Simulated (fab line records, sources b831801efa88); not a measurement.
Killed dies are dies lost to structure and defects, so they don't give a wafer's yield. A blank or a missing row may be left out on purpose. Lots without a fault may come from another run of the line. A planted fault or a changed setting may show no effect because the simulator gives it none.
Which tool did it? | flow sky130 | 24 lots, 72 wafers sampled, at 5 steps of a route of 708

WHAT THE GAUGES READ, wafer by wafer
SKY_LDD_LDN_TW_MEAS_13.
lot  | measured     | on            | LDD_LDN_TW
L074 | day 22 20:25 | film_metro-01 | 1474 1469 1476
L075 | day 23 06:13 | film_metro-02 | 1499 1491 1484
L076 | day 24 18:54 | film_metro-02 | 1499 1505 1506
L077 | day 24 21:49 | film_metro-02 | 1501 1499 1511
L078 | day 24 22:29 | film_metro-01 | 1469 1478 1478
L079 | day 24 22:30 | film_metro-04 | 1502 1501 1496
L080 | day 24 22:47 | film_metro-02 | 1500 1502 1500
L081 | day 25 07:53 | film_metro-01 | 1479 1488 1489
L082 | day 25 18:09 | film_metro-04 | 1493 1500 1496
L083 | day 26 02:16 | film_metro-02 | 1489 1497 1496
L085 | day 26 16:32 | film_metro-04 | 1485 1479 1487
L084 | day 26 16:56 | film_metro-04 | 1473 1474 1484
L086 | day 27 05:03 | film_metro-01 | 1485 1484 1481
L089 | day 28 16:43 | film_metro-04 | 1483 1484 1488
L087 | day 28 17:21 | film_metro-04 | 1485 1487 1486
L088 | day 28 18:16 | film_metro-01 | 1488 1484 1487
L090 | day 28 19:28 | film_metro-04 | 1487 1487 1486
L092 | day 28 23:31 | film_metro-04 | 1491 1483 1487
L091 | day 29 00:01 | film_metro-04 | 1472 1475 1472
L093 | day 29 06:52 | film_metro-02 | 1499 1487 1494
L094 | day 29 14:34 | film_metro-02 | 1497 1497 1492
L095 | day 30 02:49 | film_metro-04 | 1482 1482 1484
L096 | day 30 08:01 | film_metro-04 | 1481 1497 1493
L097 | day 30 13:08 | film_metro-04 | 1494 1482 1487

SKY_VIA4_BOW_MEAS_03.
lot  | measured     | on            | VIA4_BOW (um)
L074 | day 41 18:52 | film_metro-01 | 83 91 80
L075 | day 42 04:00 | film_metro-04 | 72 72 79
L076 | day 43 04:56 | film_metro-02 | 80 75 67
L077 | day 43 05:58 | film_metro-01 | 95 84 89
L078 | day 43 11:58 | film_metro-04 | 72 79 72
L079 | day 43 10:50 | film_metro-01 | 84 86 85
L080 | day 43 12:17 | film_metro-04 | 89 75 77
L081 | day 43 14:40 | film_metro-04 | 80 83 78
L082 | day 44 06:28 | film_metro-02 | 83 90 85
L083 | day 44 09:56 | film_metro-02 | 84 86 68
L085 | day 44 17:30 | film_metro-01 | 74 68 71
L084 | day 44 18:50 | film_metro-01 | 70 82 96
L086 | day 45 06:34 | film_metro-04 | 76 75 72
L089 | day 46 09:16 | film_metro-02 | 82 80 82
L087 | day 46 11:38 | film_metro-04 | 84 79 81
L088 | day 46 12:17 | film_metro-02 | 85 74 85
L090 | day 46 12:33 | film_metro-01 | 84 87 94
L092 | day 46 14:49 | film_metro-04 | 61 72 69
L091 | day 46 12:39 | film_metro-02 | 76 87 76
L093 | day 46 15:10 | film_metro-02 | 81 88 78
L094 | day 47 03:04 | film_metro-04 | 74 93 90
L095 | day 47 08:10 | film_metro-04 | 78 81 80
L096 | day 47 12:48 | film_metro-02 | 85 91 85
L097 | day 47 14:14 | film_metro-02 | 86 65 84

SKY_VIA4_RS_MEAS_19: measures by four-point-probe.
lot  | measured     | on            | VIA4_W_RS (ohm/sq)
L074 | day 42 18:26 | film_metro-01 | 0.2269 0.2253 0.2302
L075 | day 43 03:55 | film_metro-01 | 0.2305 0.2279 0.2268
L076 | day 44 04:16 | film_metro-01 | 0.2279 0.2276 0.2260
L077 | day 44 05:06 | film_metro-02 | 0.2294 0.2279 0.2262
L078 | day 44 10:19 | film_metro-02 | 0.2243 0.2248 0.2275
L079 | day 44 09:35 | film_metro-04 | 0.2238 0.2274 0.2274
L080 | day 44 12:41 | film_metro-04 | 0.2297 0.2302 0.2286
L081 | day 44 14:25 | film_metro-01 | 0.2226 0.2227 0.2234
L082 | day 45 04:34 | film_metro-01 | 0.2257 0.2265 0.2254
L083 | day 45 07:56 | film_metro-04 | 0.2324 0.2292 0.2314
L085 | day 45 14:52 | film_metro-01 | 0.2299 0.2313 0.2295
L084 | day 45 16:16 | film_metro-02 | 0.2276 0.2217 0.2256
L086 | day 46 03:55 | film_metro-04 | 0.2237 0.2267 0.2263
L089 | day 47 06:38 | film_metro-04 | 0.2319 0.2303 0.2272
L087 | day 47 08:46 | film_metro-01 | 0.2235 0.2286 0.2259
L088 | day 47 09:35 | film_metro-02 | 0.2260 0.2326 0.2305
L090 | day 47 10:08 | film_metro-02 | 0.2255 0.2255 0.2259
L092 | day 47 12:15 | film_metro-01 | 0.2261 0.2288 0.2320
L091 | day 47 10:40 | film_metro-01 | 0.2252 0.2248 0.2272
L093 | day 47 12:10 | film_metro-04 | 0.2273 0.2301 0.2280
L094 | day 47 21:47 | film_metro-02 | 0.2270 0.2268 0.2269
L095 | day 48 03:29 | film_metro-01 | 0.2218 0.2241 0.2250
L096 | day 48 08:37 | film_metro-01 | 0.2265 0.2286 0.2249
L097 | day 48 10:16 | film_metro-02 | 0.2263 0.2285 0.2246

WHICH TOOL RAN EACH LOT (tool, then ch and the chambers of the sampled wafers, then the start)
lot  | SKY_METAL1_SPUTTER_00        | SKY_METAL2_SPUTTER_04
L074 | pvd_sputter-03, day 31 14:30 | pvd_sputter-04, day 34 00:09
L075 | pvd_sputter-01, day 31 23:03 | pvd_sputter-02, day 34 07:27
L076 | pvd_sputter-01, day 33 06:54 | pvd_sputter-04, day 35 16:05
L077 | pvd_sputter-01, day 33 11:04 | pvd_sputter-01, day 35 18:52
L078 | pvd_sputter-02, day 33 13:46 | pvd_sputter-01, day 35 21:26
L079 | pvd_sputter-02, day 33 11:44 | pvd_sputter-02, day 35 21:03
L080 | pvd_sputter-01, day 33 12:58 | pvd_sputter-02, day 35 22:44
L081 | pvd_sputter-02, day 33 17:23 | pvd_sputter-01, day 36 03:21
L082 | pvd_sputter-01, day 34 04:55 | pvd_sputter-01, day 36 18:10
L083 | pvd_sputter-01, day 34 15:14 | pvd_sputter-02, day 36 22:37
L085 | pvd_sputter-01, day 35 03:08 | pvd_sputter-04, day 37 10:13
L084 | pvd_sputter-02, day 35 04:01 | pvd_sputter-02, day 37 11:28
L086 | pvd_sputter-02, day 35 15:48 | pvd_sputter-01, day 37 23:58
L089 | pvd_sputter-03, day 36 22:50 | pvd_sputter-02, day 39 07:04
L087 | pvd_sputter-01, day 36 23:45 | pvd_sputter-04, day 39 07:40
L088 | pvd_sputter-03, day 37 00:03 | pvd_sputter-02, day 39 07:58
L090 | pvd_sputter-02, day 37 02:52 | pvd_sputter-02, day 39 09:17
L092 | pvd_sputter-02, day 37 09:47 | pvd_sputter-02, day 39 14:20
L091 | pvd_sputter-01, day 37 05:56 | pvd_sputter-02, day 39 11:18
L093 | pvd_sputter-03, day 37 12:32 | pvd_sputter-04, day 39 15:55
L094 | pvd_sputter-01, day 37 22:40 | pvd_sputter-01, day 40 07:14
L095 | pvd_sputter-03, day 38 07:17 | pvd_sputter-04, day 40 12:00
L096 | pvd_sputter-03, day 38 10:56 | pvd_sputter-01, day 40 15:46
L097 | pvd_sputter-01, day 38 17:09 | pvd_sputter-04, day 40 18:57
- SKY_METAL1_SPUTTER_00: material Ti, target thk 15 nm, time 10 s.
- SKY_METAL2_SPUTTER_04: material TiN, target thk 70 nm, time 58.3 s.

WHAT THE TOOLS THEMSELVES READ (means of the sampled wafers that have a number; where no wafer has one, the mark that the record gives instead)
SKY_METAL1_SPUTTER_00.
lot  | tool           | throttle_valve_pct (%)
L074 | pvd_sputter-03 | 30.3
L075 | pvd_sputter-01 | 29.7
L076 | pvd_sputter-01 | 29.6
L077 | pvd_sputter-01 | 30.0
L078 | pvd_sputter-02 | 30.9
L079 | pvd_sputter-02 | 30.5
L080 | pvd_sputter-01 | 30.7
L081 | pvd_sputter-02 | 31.4
L082 | pvd_sputter-01 | 29.2
L083 | pvd_sputter-01 | 29.7
L085 | pvd_sputter-01 | 30.0
L084 | pvd_sputter-02 | 30.8
L086 | pvd_sputter-02 | 30.8
L089 | pvd_sputter-03 | 30.3
L087 | pvd_sputter-01 | 29.8
L088 | pvd_sputter-03 | 30.5
L090 | pvd_sputter-02 | 30.6
L092 | pvd_sputter-02 | 30.8
L091 | pvd_sputter-01 | 30.6
L093 | pvd_sputter-03 | 30.1
L094 | pvd_sputter-01 | 29.8
L095 | pvd_sputter-03 | 30.2
L096 | pvd_sputter-03 | 31.0
L097 | pvd_sputter-01 | 29.9

SKY_METAL2_SPUTTER_04.
lot  | tool           | throttle_valve_pct (%)
L074 | pvd_sputter-04 | 29.4
L075 | pvd_sputter-02 | 31.1
L076 | pvd_sputter-04 | 29.2
L077 | pvd_sputter-01 | 29.8
L078 | pvd_sputter-01 | 29.8
L079 | pvd_sputter-02 | 31.2
L080 | pvd_sputter-02 | 30.8
L081 | pvd_sputter-01 | 29.6
L082 | pvd_sputter-01 | 30.0
L083 | pvd_sputter-02 | 31.0
L085 | pvd_sputter-04 | 30.0
L084 | pvd_sputter-02 | 30.7
L086 | pvd_sputter-01 | 29.9
L089 | pvd_sputter-02 | 30.4
L087 | pvd_sputter-04 | 29.6
L088 | pvd_sputter-02 | 30.7
L090 | pvd_sputter-02 | 30.0
L092 | pvd_sputter-02 | 31.0
L091 | pvd_sputter-02 | 30.8
L093 | pvd_sputter-04 | 29.4
L094 | pvd_sputter-01 | 29.7
L095 | pvd_sputter-04 | 29.7
L096 | pvd_sputter-01 | 29.5
L097 | pvd_sputter-04 | 29.7

THE ANSWER, worked out from the rows above alone
Rule: what is usual is taken from the lots themselves. Put in order of their means at a reading, lots are off if they are a third of the lots or fewer, leave a main group of 4 or more, and stand apart from it by a gap of 3 or more times the standard deviation of the main group's means; of several such gaps the widest counts. A main group whose means are all the same, to the digits that the tables above print for the reading, isn't used. A lot without any number at a reading at which 4 lots or more have one is off too. The other lots that the step has rows for count as sound. The gauges are gone through in route order, then the tools' own readings, and for those a lot's mean is taken as printed above. The first step at which some lot is off is used, and at that step the reading that is off furthest; a lot without a number counts as furthest.
No lot is off at any reading shown: from this, nothing can be told.

WHAT THE SIMULATOR HAD PUT IN
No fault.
